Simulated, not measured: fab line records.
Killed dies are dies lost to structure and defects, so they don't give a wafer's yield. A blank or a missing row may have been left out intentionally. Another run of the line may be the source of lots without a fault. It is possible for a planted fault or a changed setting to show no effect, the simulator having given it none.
8D (eight disciplines) problem report, filled in by code	flow sky130	the parts of the form that need people (team, actions taken, sign-off) are left out

== 1. THE ISSUE ==
CONTACT_W_RS at SKY_CONTACT_RS_MEAS_25 reads a mean of 0.371 ohm/sq on 2 wafers of 1 lot; wafers without a fault read 0.337 ohm/sq with a standard deviation of 0.0071. That puts it +4.8 standard deviations away from the usual mean.
The step: measures by four-point-probe.
Seen first at day 38 09:55 on film metro-02, wafer L295.1. Wafers with a number at this step in the record: 15, from 5 lots. Rule for "out", or "out of limits": more than 4 standard deviations from the usual mean. The other wafers with a number count as sound.

== 2. WHAT IT IS, WHAT IT ISN'T ==
question	is	is not
which readings at this step	CONTACT_W_RS	-
which lots	L295	L274, L282, L285, L296
which wafers of those lots	L295.1, L295.4	L295.6
read on which gauges	film metro-02	film metro-03, film metro-04
when	from day 38 09:55	up to then (10 sound wafers); but 3 sound wafers of L296 came after

== 3. THE SUSPECTS, EACH WITH WHAT RULES IT OUT ==
Counting: any tool at a process step up to the reading remains a suspect provided it ran every lot that is out. Sound lots after the first of them don't rule it out here, since some wafers of a struck lot are sound.
- the gauge at SKY_CONTACT_RS_MEAS_25: kept. All the wafers that are out were read on film metro-02, and no step on other tools shows them out.
- rie diel-01 at SKY_CONTACT_ETCH_16 (etches BARC in N2/H2, stops on SiO2, time 45.9 s, target depth 60 nm): kept. It ran the lot that is out, L295 (day 38 08:58).
- rie diel-01 at SKY_CONTACT_ETCH_17 (etches SiO2 in C4F8/O2/Ar, stops on Si3N4, target depth 340 nm): kept. It ran the lot that is out, L295 (day 38 09:01).
- rie diel-01 at SKY_CONTACT_ETCH_18 (etches Si3N4 in CHF3/O2, stops on TiN, time 39 s, target depth 75 nm): kept. It ran the lot that is out, L295 (day 38 09:06). With no start given for some of its lots, SKY_CONTACT_ETCH_18 uses the hours and lot order of SKY_CONTACT_STRIP_19.
- plasma asher-02 at SKY_CONTACT_STRIP_19 (strips in O2/N2): kept. L295, the lot that is out, went through it at day 38 09:06; up to then, the latest sound lot through it was L282 at day 35 04:01.
- cvd w-01 at SKY_CONTACT_CVD_24 (deposits W, target thk 340 nm, time 102.12 s): kept. L295, the lot that is out, went through it at day 38 09:48; up to then, the latest sound lot through it was L285 at day 36 13:45.
Left after counting: rie diel-01 at SKY_CONTACT_ETCH_16, rie diel-01 at SKY_CONTACT_ETCH_17, rie diel-01 at SKY_CONTACT_ETCH_18, plasma asher-02 at SKY_CONTACT_STRIP_19, cvd w-01 at SKY_CONTACT_CVD_24, film metro-02 at SKY_CONTACT_RS_MEAS_25.

== 4. THE CAUSE (what the simulator had put in) ==
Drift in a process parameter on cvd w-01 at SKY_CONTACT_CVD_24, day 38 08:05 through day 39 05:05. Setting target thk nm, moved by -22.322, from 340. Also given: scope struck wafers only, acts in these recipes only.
After counting, 6 suspects remain, this tool included.

== 5. SEQUENCE OF EFFECTS, ordered by route ==
One row per reading whose mean, taken over the struck wafers that have a number, lies over 3 standard deviations from the usual. Only readings whose record carries a usual standard deviation are examined. hours: median over the lots of the time between each lot's start at the first step of this table that gives one and its start at this step. sigmas: the change, counted in usual standard deviations.
hours	step	reading	usual	on struck wafers	change	sigmas
0	SKY_CONTACT_RS_MEAS_25	CONTACT_W_RS	0.337 ohm/sq	0.371	+0.034	+4.8
0	SKY_CONTACT_THK_MEAS_26	CONTACT_W_THK	347 nm	310	-38	-4.5

== 6. WHAT WOULD HAVE CAUGHT IT SOONER ==
Counted from the fault's start at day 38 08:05, it took 2 hours until the first out-of-limits reading at a measuring or inspecting step in this record, taken at day 38 09:55.
An alarm limit of 4 standard deviations would not have fired on the tool readings at SKY_CONTACT_CVD_24 for which the record gives a usual standard deviation, since none of them was out on any struck wafer.
By day 38 09:55, every lot that is out (1) had started SKY_CONTACT_CVD_24 on cvd w-01. Had the tool been put on hold then, not one of them would have been saved.
